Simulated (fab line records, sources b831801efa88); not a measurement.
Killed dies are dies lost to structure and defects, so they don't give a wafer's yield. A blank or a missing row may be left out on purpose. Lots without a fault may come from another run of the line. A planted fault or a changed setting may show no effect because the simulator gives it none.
A struck lot beside a sound one | flow gf180mcu | 18 steps out of a route of 602
Sound: wafers L458.4, L458.5, L458.6. Struck: wafers L450.3, L450.4, L450.6. The cause comes at the end.
At each step with rows: each side's tool, then ch and its chambers, then its first start. Under that, the readings that differ: sound wafers | struck wafers | difference of the means | sigmas: that difference in standard deviations of wafers without a fault.
alike: readings whose means differ by less than 2 such deviations, and words and numbers that are the same on both sides. not compared: withheld readings, readings that some wafer has no value for, bounds like >300 that may hide the same value, and numbers for which the record gives no deviation and whose values overlap.
The two part at a step that has a row with sigmas, a row that says differs or no value, or rows on one side only. Numbers that don't overlap but have no deviation are shown without sigmas and don't part them. A reading that every wafer of one side lacks parts them only if that side has two wafers or more.

first, 3 steps without rows for these wafers: GF_V3_EXPOSE_11 (exposes mask Via3, target cd 260 nm); GF_V3_PEB_12 (peb time 90 s); GF_V3_DEVELOP_13 (develop time 60 s).
GF_V3_CD_MEAS_14: target cd 260 nm.
  sound on cd_sem-02, day 28 15:22; struck on cd_sem-01, day 26 09:59
  alike: cd_nm
GF_V3_OVL_MEAS_15:
  sound on overlay-01, day 28 15:27; struck on overlay-01, day 26 10:04
  alike: V3_OVL
GF_V3_ETCH_16: etches BARC in N2/H2.
  sound on rie_diel-02 ch 0,1, day 28 15:28; struck on rie_diel-02 ch 1,3, day 26 10:06
  alike: drypump_motor_current_A, oes_product_au, throttle_valve_pct
GF_V3_ETCH_17: etches SiO2 in C4F8/O2/Ar, stops on TiN, target depth 635 nm.
  sound on rie_diel-02 ch 0,1; struck on rie_diel-02 ch 1,3
  alike: oes_product_au
GF_V3_STRIP_18: strips in O2/N2.
  sound on plasma_asher-02 ch 0,1, day 28 15:38; struck on plasma_asher-01 ch 0,1, day 26 10:16
  alike: drypump_motor_current_A, heater_power_w, o2_flow_sccm, oes_product_au
  not compared: rf_hours_counter_h
then, 2 steps without rows for these wafers: GF_V3_STRIP_19 (strips in post etch residue remover, time 1200 s); GF_V3_CLEAN_20 (cleans in DIW).
GF_V3_SPUTTER_21: material Ti, target thk 15 nm, time 80.02 s.
  sound on pvd_sputter-03, day 28 16:10; struck on pvd_sputter-03, day 26 10:46
  alike: substrate_temp_c, throttle_valve_pct
then, 1 step without rows for these wafers: GF_V3_SPUTTER_22 (material TiN, target thk 10 nm, time 40 s).
GF_V3_CVD_23: deposits W, target thk 350 nm, time 104.9 s.
  sound on cvd_w-02 ch 0,1, day 28 16:18; struck on cvd_w-01 ch 0,1, day 26 10:54
  reading                          | sound                | struck               | difference | sigmas
  heater_power_w (W)               | 722 667 735          | 1103 933 1140        | +351       | +2
  susceptor_temp_C (C)             | 400.08 400.22 400.09 | 411.61 411.62 411.70 | +11.51     | +52
  model.W_of_V3_CVD_23.thk_nm (nm) | 350.6 356.6 346.2    | 434.8 431.5 431.3    | +81.4      |
  alike: chamber_pressure_Torr
GF_V3_RS_MEAS_24: measures by four-point-probe.
  sound on film_metro-03, day 28 16:26; struck on film_metro-03, day 26 11:18
  reading          | sound             | struck            | difference | sigmas
  V3_W_RS (ohm/sq) | 0.326 0.320 0.330 | 0.262 0.265 0.264 | -0.062     | -20
  not compared: hold
GF_V3_THK_MEAS_25: measures by xrf.
  sound on film_metro-03, day 28 16:32; struck on film_metro-03, day 26 14:07
  reading       | sound       | struck      | difference | sigmas
  V3_W_THK (nm) | 359 365 353 | 446 443 448 | +87        | +16
  not compared: hold
GF_V3_CMP_26: polishes, stops on SiO2, t overpolish 15 s, target thk 0 nm.
  sound on cmp-01 ch 0,1,3, day 28 16:43; struck on cmp-01 ch 1,2,3, day 26 18:32
  reading                | sound          | struck                                                                     | difference                   | sigmas
  hold                   | - - -          | await_dispo/4.4h/release await_dispo/4.4h/release await_dispo/4.4h/release | no value on the sound wafers |
  time_to_endpoint_s (s) | 85.7 84.3 79.4 | 109.8 108.3 106.8                                                          | +25.2                        | +9
  alike: motor_current_A, retaining_ring_pressure_frac
GF_M4_SPUTTER_00: material Ti, target thk 37.5 nm, time 150 s.
  sound on pvd_sputter-02, day 28 16:52; struck on pvd_sputter-02, day 26 18:50
  alike: substrate_temp_c, throttle_valve_pct
then, 1 step without rows for these wafers: GF_PASSIVATION_PROBE_99.

WHERE THEY PART
First at GF_V3_CVD_23; last, within this record, at GF_V3_CMP_26. Later steps at which nothing parts them and some readings are alike: GF_M4_SPUTTER_00.

WHY: what the simulator had put in
Process parameter drift: cvd_w-01, from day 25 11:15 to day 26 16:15, at GF_V3_CVD_23. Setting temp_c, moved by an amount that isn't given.
